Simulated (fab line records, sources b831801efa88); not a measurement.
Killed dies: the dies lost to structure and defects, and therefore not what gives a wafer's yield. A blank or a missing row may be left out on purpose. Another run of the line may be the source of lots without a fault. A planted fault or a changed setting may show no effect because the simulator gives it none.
fab line records ; flow sfq-line
record lots=14; wafers=41; last-day=77
route steps=325 shown I1@83 M2@100 I2@106
lots with no fault: from the same line, run without faults
start-h: the number of hours between the record's first day and the start of the first shown wafer of the lot ; wait-h: time in hours since the lot's previous step ; " same as the row above ; L1.1+2: a row that stands for several wafers ; - no value present, or no start provided ; * or withheld: withheld ; < > ~ a bound
route shown NAME@n: NAME is a module with steps in the file, n the number in the route of the first one ; usual: average and standard deviation across the fault-free wafers ; same: alike in all rows ; chamber/n: place in a boat ; sites: the reading at each site ; _std_site: standard deviation of those values ; _edge_site: the outer-site mean with the inner-site mean subtracted ; radius-mm: for every site, how far away it sits from the centre of the wafer ; mask NAME#n: copy n ; behind: the tool/chamber that last shaped the wafer ; hold: the reason the lot was held/the length of the hold in hours/how it ended ; device: names the non-switching transistor (n, p or np) ; end of line: the route-end tests of the same wafers ; a step without rows: its recipe alone ; killed: dies that structure and defects cost at the first sort, which is not the same as the wafer's yield ; map: shows each die of a wafer: x if killed, . if not, _ if none is there
set.NAME: setting as actually run; set.NAME@STEP: the setting as run at that earlier step ; model.NAME: the simulator's own value behind a step, which no gauge read
steps of the route over a sample of lots; a table a step, a row a wafer
services: when a tool's chamber went out of use (start-h, in hours from the record's first day, below 0 if earlier), for how many hours, and the reason
## steps
# step SFQ_I1_OVL_MEAS_913
# usual I1_OVL=0/5.8
lot.wafer;tool;chamber;start-h;wait-h;I1_OVL[nm]
L748.2;overlay-01;-;399.73;0.1;-2
L748.3;overlay-01;-;399.73;0.1;-5
L748.5;overlay-01;-;399.73;0.1;-5
L749.2;overlay-01;-;409.33;0.1;4
L749.4;overlay-01;-;409.33;0.1;1
L749.6;overlay-01;-;409.33;0.1;3
L750.1;overlay-02;-;411.73;0.1;1
L750.3;overlay-02;-;411.73;0.1;1
L750.6;overlay-02;-;411.73;0.1;2
L751.1;overlay-01;-;415.33;0.1;5
L751.2;overlay-01;-;415.33;0.1;-4
L751.6;overlay-01;-;415.33;0.1;-10
L752.1;overlay-02;-;417.73;0.1;-5
L752.3;overlay-02;-;417.73;0.1;-4
L752.5;overlay-02;-;417.73;0.1;1
L753.1;overlay-01;-;428.53;0.1;-7
L753.2;overlay-01;-;428.53;0.1;-6
L753.3;overlay-01;-;428.53;0.1;-6
L754.2;overlay-02;-;438.13;0.1;-12
L754.3;overlay-02;-;438.13;0.1;-8
L754.5;overlay-02;-;438.13;0.1;-8
L755.1;overlay-01;-;448.93;0.1;-6
L755.2;overlay-01;-;448.93;0.1;-10
L755.6;overlay-01;-;448.93;0.1;-9
L756.3;overlay-01;-;460.94;0.1;8
L756.4;overlay-01;-;460.94;0.1;-4
L756.5;overlay-01;-;460.94;0.1;11
L759.1;overlay-02;-;504.50;0.1;-5
L759.2;overlay-02;-;504.50;0.1;0
L759.6;overlay-02;-;504.50;0.1;1
L764.2;overlay-02;-;539.31;0.1;-4
L764.3;overlay-02;-;539.31;0.1;-3
L765.3;overlay-01;-;541.72;0.1;7
L765.5;overlay-01;-;541.72;0.1;9
L765.6;overlay-01;-;541.72;0.1;7
L766.1;overlay-01;-;547.70;0.1;-2
L766.2;overlay-01;-;547.70;0.1;7
L766.3;overlay-01;-;547.70;0.1;2
L770.4;overlay-01;-;572.92;0.1;6
L770.5;overlay-01;-;572.92;0.1;13
L770.6;overlay-01;-;572.92;0.1;8
# step SFQ_TRILAYER_M2_ETCH_METAL_ETCH_060
# recipe target=Nb; stop-on=SiO2; mask-material=PR; chemistry=Cl2/Ar; target-depth-nm=240; icp-w=600; bias-w=80; pressure-mtorr=10; time-s=120
# usual bias-w=80.02/0.26; drypump-motor-current-A=5.8/0.46; he-backside-leak-sccm=3.4/0.31; oes-product-au=0.894/0.0075
lot.wafer;tool;chamber;start-h;wait-h;bias-w;drypump-motor-current-A;he-backside-leak-sccm;oes-product-au;rf-hours-counter-h
L748.2;rie-metal-01;1;463.95;0.0;79.96;5.8;3.3;0.901;59
L748.3;rie-metal-01;1;463.95;0.0;80.07;5.8;3.0;0.893;-
L748.5;rie-metal-01;1;463.95;0.0;79.64;5.8;3.2;0.904;-
L749.2;rie-metal-02;1;471.15;0.0;80.21;5.6;3.4;0.894;58
L749.4;rie-metal-02;0;471.15;0.0;80.05;6.3;3.3;0.908;-
L749.6;rie-metal-02;1;471.15;0.0;80.01;5.6;3.5;0.908;-
L750.1;rie-metal-01;1;475.95;0.0;80.22;5.9;3.5;0.907;60
L750.3;rie-metal-01;0;475.95;0.0;79.81;5.0;3.8;0.906;-
L750.6;rie-metal-01;0;475.95;0.0;79.90;5.0;3.6;0.893;-
L751.1;rie-metal-02;1;480.75;0.0;80.22;5.6;3.5;0.889;60
L751.2;rie-metal-02;0;480.75;0.0;80.05;6.4;3.1;0.889;45
L751.6;rie-metal-02;1;480.75;0.0;80.28;5.6;3.6;0.899;-
L752.1;rie-metal-01;1;484.35;0.0;80.46;5.9;3.2;0.892;62
L752.3;rie-metal-01;0;484.35;0.0;80.19;5.0;3.7;0.887;-
L752.5;rie-metal-01;1;484.35;0.0;80.19;5.9;3.3;0.900;-
L753.1;rie-metal-01;1;493.95;0.0;80.24;5.8;3.5;0.899;63
L753.2;rie-metal-01;0;493.95;0.0;79.84;5.0;3.5;0.907;75
L753.3;rie-metal-01;0;493.95;0.0;79.98;5.0;3.4;0.903;-
L754.2;rie-metal-02;1;504.77;0.1;80.23;5.6;3.5;0.905;64
L754.3;rie-metal-02;0;504.77;0.1;79.87;6.4;3.0;0.891;-
L754.5;rie-metal-02;1;504.77;0.1;80.02;5.6;3.4;0.886;-
L755.1;rie-metal-01;1;515.55;0.0;79.77;5.8;3.2;0.892;67
L755.2;rie-metal-01;0;515.55;0.0;80.01;5.0;3.6;0.892;80
L755.6;rie-metal-01;0;515.55;0.0;80.48;5.0;3.6;0.886;-
L756.3;rie-metal-02;1;528.79;0.1;79.97;5.6;3.4;0.882;-
L756.4;rie-metal-02;0;528.79;0.1;79.82;6.3;3.2;0.899;-
L756.5;rie-metal-02;0;528.79;0.1;79.86;6.3;3.1;0.888;-
L759.1;rie-metal-04;0;568.26;0.0;80.04;6.0;3.1;0.894;6
L759.2;rie-metal-04;1;568.26;0.0;79.79;5.9;3.6;0.881;150
L759.6;rie-metal-04;1;568.26;0.0;80.21;5.9;3.7;0.880;-
L764.2;rie-metal-02;1;606.01;0.0;79.96;5.6;3.4;0.905;84
L764.3;rie-metal-02;0;606.01;0.0;80.11;6.3;3.1;0.900;-
L765.3;rie-metal-02;0;609.65;0.1;80.15;6.3;3.4;0.885;-
L765.5;rie-metal-02;1;609.65;0.1;80.21;5.6;3.5;0.887;-
L765.6;rie-metal-02;0;609.65;0.1;79.82;6.3;3.3;0.882;-
L766.1;rie-metal-02;0;612.01;0.0;79.74;6.4;3.2;0.889;66
L766.2;rie-metal-02;1;612.01;0.0;80.12;5.6;3.6;0.884;85
L766.3;rie-metal-02;0;612.01;0.0;79.65;6.3;3.2;0.891;-
L770.4;rie-metal-02;0;643.35;0.1;79.86;6.4;3.0;0.889;-
L770.5;rie-metal-02;1;643.35;0.1;80.28;5.6;3.5;0.899;-
L770.6;rie-metal-02;0;643.35;0.1;79.65;6.4;3.1;0.885;-
# step SFQ_TRILAYER_I2_METRO_MEASURE_065
# usual thk-nm=200.4/1.5
lot.wafer;tool;chamber;start-h;wait-h;thk-nm
L748.2;film-metro-01;-;470.12;0.3;201.3
L748.3;film-metro-01;-;470.12;0.3;202.3
L748.5;film-metro-01;-;470.12;0.3;199.6
L749.2;film-metro-04;-;476.12;0.3;201.7
L749.4;film-metro-04;-;476.12;0.3;199.4
L749.6;film-metro-04;-;476.12;0.3;200.3
L750.1;film-metro-02;-;481.22;0.1;200.1
L750.3;film-metro-02;-;481.22;0.1;201.2
L750.6;film-metro-02;-;481.22;0.1;200.9
L751.1;film-metro-01;-;487.22;0.1;201.3
L751.2;film-metro-01;-;487.22;0.1;202.8
L751.6;film-metro-01;-;487.22;0.1;200.6
L752.1;film-metro-01;-;491.87;0.1;198.2
L752.3;film-metro-01;-;491.87;0.1;198.6
L752.5;film-metro-01;-;491.87;0.1;198.4
L753.1;film-metro-02;-;498.05;0.1;200.2
L753.2;film-metro-02;-;498.05;0.1;198.0
L753.3;film-metro-02;-;498.05;0.1;200.5
L754.2;film-metro-04;-;509.65;0.3;201.1
L754.3;film-metro-04;-;509.65;0.3;202.2
L754.5;film-metro-04;-;509.65;0.3;201.7
L755.1;film-metro-01;-;521.45;0.1;201.8
L755.2;film-metro-01;-;521.45;0.1;201.9
L755.6;film-metro-01;-;521.45;0.1;199.6
L756.3;film-metro-04;-;533.25;0.5;198.3
L756.4;film-metro-04;-;533.25;0.5;199.8
L756.5;film-metro-04;-;533.25;0.5;198.3
L759.1;film-metro-02;-;572.36;0.1;201.5
L759.2;film-metro-02;-;572.36;0.1;198.9
L759.6;film-metro-02;-;572.36;0.1;199.3
L764.2;film-metro-02;-;617.30;0.3;201.7
L764.3;film-metro-02;-;617.30;0.3;198.6
L765.3;film-metro-01;-;620.50;0.5;202.2
L765.5;film-metro-01;-;620.50;0.5;200.7
L765.6;film-metro-01;-;620.50;0.5;202.2
L766.1;film-metro-04;-;623.10;0.1;200.6
L766.2;film-metro-04;-;623.10;0.1;198.1
L766.3;film-metro-04;-;623.10;0.1;199.1
L770.4;film-metro-02;-;659.70;0.6;199.2
L770.5;film-metro-02;-;659.70;0.6;198.4
L770.6;film-metro-02;-;659.70;0.6;199.5
# step SFQ_TRILAYER_I2_VIA_ETCH_VIA_ETCH_070
# recipe target=SiO2; stop-on=Nb; mask-material=PR; taper-deg=20; chemistry=CHF3; target-depth-nm=260; source-w=500; bias-w=80; pressure-mtorr=30; time-s=withheld
# usual bias-w=80.02/0.25; drypump-motor-current-A=5.7/0.37; oes-product-au=0.856/0.0056
lot.wafer;tool;chamber;start-h;wait-h;bias-w;drypump-motor-current-A;oes-product-au
L748.2;rie-diel-04;3;535.93;0.0;80.34;5.8;0.861
L748.3;rie-diel-04;1;535.93;0.0;80.12;5.8;0.862
L748.5;rie-diel-04;2;535.93;0.0;80.13;5.8;0.845
L749.2;rie-diel-01;3;540.73;0.0;79.69;5.7;0.858
L749.4;rie-diel-01;2;540.73;0.0;80.18;6.1;0.863
L749.6;rie-diel-01;0;540.73;0.0;79.81;4.8;0.868
L750.1;rie-diel-04;1;549.04;0.0;80.20;5.8;0.853
L750.3;rie-diel-04;0;549.04;0.0;80.04;5.7;0.863
L750.6;rie-diel-04;0;549.04;0.0;80.09;5.7;0.859
L751.1;rie-diel-04;3;552.64;0.0;79.83;5.8;0.853
L751.2;rie-diel-04;2;552.64;0.0;79.78;5.9;0.863
L751.6;rie-diel-04;1;552.64;0.0;80.56;5.8;0.860
L752.1;rie-diel-03;0;555.04;0.0;79.97;6.0;0.853
L752.3;rie-diel-03;1;555.04;0.0;80.41;6.1;0.858
L752.5;rie-diel-03;0;555.04;0.0;79.85;6.0;0.852
L753.1;rie-diel-03;3;559.84;0.0;79.77;5.2;0.849
L753.2;rie-diel-03;0;559.84;0.0;80.16;6.0;0.845
L753.3;rie-diel-03;1;559.84;0.0;80.18;6.1;0.851
L754.2;rie-diel-03;0;571.84;0.0;79.95;6.0;0.856
L754.3;rie-diel-03;3;571.84;0.0;80.15;5.2;0.855
L754.5;rie-diel-03;3;571.84;0.0;80.09;5.2;0.860
L755.1;rie-diel-04;0;585.79;0.0;79.90;5.7;0.862
L755.2;rie-diel-04;3;585.79;0.0;79.77;5.8;0.861
L755.6;rie-diel-04;2;585.79;0.0;80.19;5.9;0.861
L756.3;rie-diel-03;3;597.79;0.0;79.75;5.2;0.848
L756.4;rie-diel-03;3;597.79;0.0;79.97;5.2;0.855
L756.5;rie-diel-03;1;597.79;0.0;79.85;6.1;0.851
L759.1;rie-diel-01;0;642.09;0.0;80.20;4.8;0.853
L759.2;rie-diel-01;1;642.09;0.0;80.05;5.9;0.847
L759.6;rie-diel-01;1;642.09;0.0;80.17;5.8;0.839
L764.2;rie-diel-01;3;694.11;0.0;76.66;5.7;0.855
L764.3;rie-diel-01;1;694.11;0.0;76.41;5.8;0.856
L765.3;rie-diel-03;0;697.71;0.0;80.38;6.0;0.862
L765.5;rie-diel-03;1;697.71;0.0;79.81;6.1;0.853
L765.6;rie-diel-03;2;697.71;0.0;79.63;5.9;0.859
L766.1;rie-diel-01;3;702.51;0.0;76.72;5.7;0.853
L766.2;rie-diel-01;1;702.51;0.0;76.16;5.9;0.850
L766.3;rie-diel-01;0;702.51;0.0;76.55;4.8;0.851
L770.4;rie-diel-04;2;742.11;0.0;79.89;5.9;0.855
L770.5;rie-diel-04;3;742.11;0.0;80.20;5.8;0.846
L770.6;rie-diel-04;0;742.11;0.0;80.30;5.7;0.856
## services
tool;chamber;start-h;hours;kind
film-metro-01;-;458.11;0.5;pm
film-metro-01;-;468.58;0.4;pm
rie-metal-01;-;469.53;2.8;pm
film-metro-04;-;506.24;0.4;pm
film-metro-02;-;512.75;2.2;repair
film-metro-04;-;513.65;6.9;pm
rie-diel-04;-;520.66;1.1;repair
rie-metal-02;-;533.04;2.8;pm
film-metro-04;-;558.89;1.7;pm
film-metro-02;-;566.96;0.6;pm
rie-diel-04;2;568.82;7.0;repair
film-metro-01;-;578.96;1.0;pm
rie-diel-03;2;583.92;14.9;repair
film-metro-02;-;588.05;0.3;pm
rie-diel-04;0;596.79;15.6;repair
rie-diel-04;-;597.56;1.9;repair
film-metro-02;-;644.06;1.6;pm
rie-metal-01;1;646.93;4.7;repair
rie-diel-04;0;672.18;18.7;repair
film-metro-02;-;676.51;0.5;pm
rie-diel-03;-;678.38;0.4;repair
film-metro-01;-;703.11;3.2;pm
film-metro-01;-;713.58;3.1;pm
rie-diel-03;0;734.08;5.2;repair
## key
first-sign step=SFQ_TRILAYER_I2_VIA_ETCH_VIA_ETCH_070; reading=bias-w; direction=down; sigmas=14; usual=80.02; struck=76.50
effect none on later readings
met-at SFQ_TRILAYER_I2_VIA_ETCH_VIA_ETCH_070
struck-lots L764,L766
not-acting-at SFQ_I1_OVL_MEAS_913,SFQ_TRILAYER_M2_ETCH_METAL_ETCH_060,SFQ_TRILAYER_I2_METRO_MEASURE_065
onset-between 642.09 694.11
fault kind=process-parameter-drift; tool=rie-diel-01; chamber=-; onset-h=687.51; steps=SFQ_TRILAYER_I2_VIA_ETCH_VIA_ETCH_070; channel=bias-w; offset=-3.3291; shape=step; end-h=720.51; acts-in=these-recipes-only; stated=80
